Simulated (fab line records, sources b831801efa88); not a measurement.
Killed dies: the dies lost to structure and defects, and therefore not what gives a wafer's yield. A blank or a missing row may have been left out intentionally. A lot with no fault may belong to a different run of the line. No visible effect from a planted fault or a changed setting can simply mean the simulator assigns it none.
A struck lot beside a sound one    flow sfq_line    21 out of 325 route steps
Sound: wafers L420.1, L420.2, L420.5. Wafers struck: L435.2, L435.3, L435.5. The cause is named last.
Order at every step that has rows: each side's tool, ch and its chambers, its first start. Under that, the readings that differ: sound wafers    struck wafers    difference of the means    sigmas: that difference in standard deviations of wafers without a fault.
alike: words and numbers the same on both sides, and readings whose means are apart by under 2 such deviations; not compared: readings that were withheld, readings missing a value for some wafer, numbers with overlapping values and no deviation given by the record, and bounds like >300 which may hide the same value.
A row with sigmas, a row that says differs or no value, or rows on one side alone: a step with any of these is where the two part. Numbers that don't overlap but have no deviation are shown without sigmas and don't part them. A reading that every wafer of one side lacks parts them only if that side has two wafers or more.

first, 3 steps without rows for these wafers: SFQ_TRILAYER_M2_LITHO_EXPOSE_058 (exposes mask M2, target cd 500 nm); SFQ_TRILAYER_M2_LITHO_PEB_060 (peb time 60 s); SFQ_TRILAYER_M2_LITHO_DEVELOP_059 (time 60 s).
SFQ_M2_OVL_MEAS_916:
  sound on overlay-01 at day 17 02:01; struck on overlay-01 at day 33 06:47
  alike: M2_OVL
SFQ_TRILAYER_M2_BARC_OPEN_METAL_ETCH_077: etches BARC in O2, target depth 125 nm, time 41.7 s.
  sound on rie_metal-04 ch 0,1, day 17 02:03; struck on rie_metal-03 ch 0,1, day 33 06:49
  alike: drypump_motor_current_A, oes_product_au
  not compared: rf_hours_counter_h
then, 1 step without rows for these wafers: SFQ_TRILAYER_M2_ETCH_METAL_ETCH_060 (etches Nb in Cl2/Ar, stops on SiO2, target depth 240 nm, time 120 s).
SFQ_TRILAYER_M2_STRIP_STRIP_061: strips in O2.
  sound on rie_metal-04 ch 0,1, day 17 02:14; struck on rie_metal-03 ch 0,1, day 33 07:01
  alike: drypump_motor_current_A, oes_product_au
  not compared: rf_hours_counter_h
then, 1 step without rows for these wafers: SFQ_TRILAYER_M2_STRIP_SOLV_CLEAN_062 (cleans in NMP, time 600 s).
SFQ_TRILAYER_I2_DEP_PECVD_063: deposits SiO2 from SiH4/N2O, time 111.11 s, target thk 500 nm.
  sound on pecvd-02 ch 0,1,2, day 17 03:01; struck on pecvd-01 ch 0,1,2, day 33 07:47
  alike: heater_power_w, throttle_valve_pct
  not compared: since_wet_clean_h
SFQ_TRILAYER_I2_CMP_CMP_064: polishes SiO2.
  sound on cmp-01 ch 0,1,2, day 17 03:35; struck on cmp-02 ch 0,1,3, day 33 15:04
reading              sound        struck          difference  sigmas
motor_current_A (A)  8.7 9.2 9.0  10.0 10.5 10.7  +1.4        +2
  alike: platen_rpm, time_to_endpoint_s
SFQ_I2_BOW_MEAS_917:
  sound on film_metro-02 at day 17 06:05; struck on film_metro-04 at day 33 18:05
  alike: I2_BOW
SFQ_TRILAYER_I2_METRO_MEASURE_065:
  sound on film_metro-02 at day 17 06:12; struck on film_metro-04 at day 33 18:23
reading      sound              struck             difference  sigmas
thk_nm (nm)  202.7 202.8 201.0  199.2 197.7 199.0  -3.5        -3
SFQ_TRILAYER_I2_VIA_LITHO_COAT_072: resist thk 62 nm.
  sound on litho_track-02 ch 0, day 17 07:24; struck on litho_track-03 ch 0, day 33 19:26
reading                                                   sound              struck          difference  sigmas
model.BARC_of_TRILAYER_I2_VIA_LITHO_COAT_072.thk_nm (nm)  61.95 61.98 61.88  57.85 58 57.96  -4.00       
  alike: dispense_pressure_kPa, resist_line_temp_C
then, 5 steps without rows for these wafers: SFQ_TRILAYER_I2_VIA_LITHO_COAT_067 (resist thk 650 nm); SFQ_TRILAYER_I2_VIA_LITHO_SOFTBAKE_071; SFQ_TRILAYER_I2_VIA_LITHO_EXPOSE_068 (exposes mask I2, target cd 500 nm); SFQ_TRILAYER_I2_VIA_LITHO_PEB_070 (peb time 60 s); SFQ_TRILAYER_I2_VIA_LITHO_DEVELOP_069 (time 60 s).
-- the record jumps here: 5 days lie between the struck wafers' starts before and after --
SFQ_I2_OVL_MEAS_918:
  sound on overlay-02 at day 23 17:55; struck on overlay-02 at day 39 02:13
  alike: I2_OVL
SFQ_TRILAYER_I2_VIA_BARC_OPEN_VIA_ETCH_096: etches BARC in O2, target depth 125 nm, time 41.7 s.
  sound on rie_diel-02 ch 0,1,2, day 23 17:57; struck on rie_diel-02 ch 0,2,3, day 39 02:14
reading                   sound              struck             difference  sigmas
oes_product_au (a.u.)     0.681 0.693 0.673  0.664 0.663 0.662  -0.019      -4
model.etch.depth_nm (nm)  61.95 61.98 61.88  57.85 58 57.96     -4.00       
  alike: drypump_motor_current_A
  not compared: rf_hours_counter_h
then, 1 step without rows for these wafers: SFQ_TRILAYER_I2_VIA_ETCH_VIA_ETCH_070 (etches SiO2 in CHF3, stops on Nb, target depth 260 nm).

## WHERE THEY PART
At SFQ_TRILAYER_I2_CMP_CMP_064 first; at SFQ_TRILAYER_I2_VIA_BARC_OPEN_VIA_ETCH_096 last (within this record only).

WHY: the cause the simulator had injected
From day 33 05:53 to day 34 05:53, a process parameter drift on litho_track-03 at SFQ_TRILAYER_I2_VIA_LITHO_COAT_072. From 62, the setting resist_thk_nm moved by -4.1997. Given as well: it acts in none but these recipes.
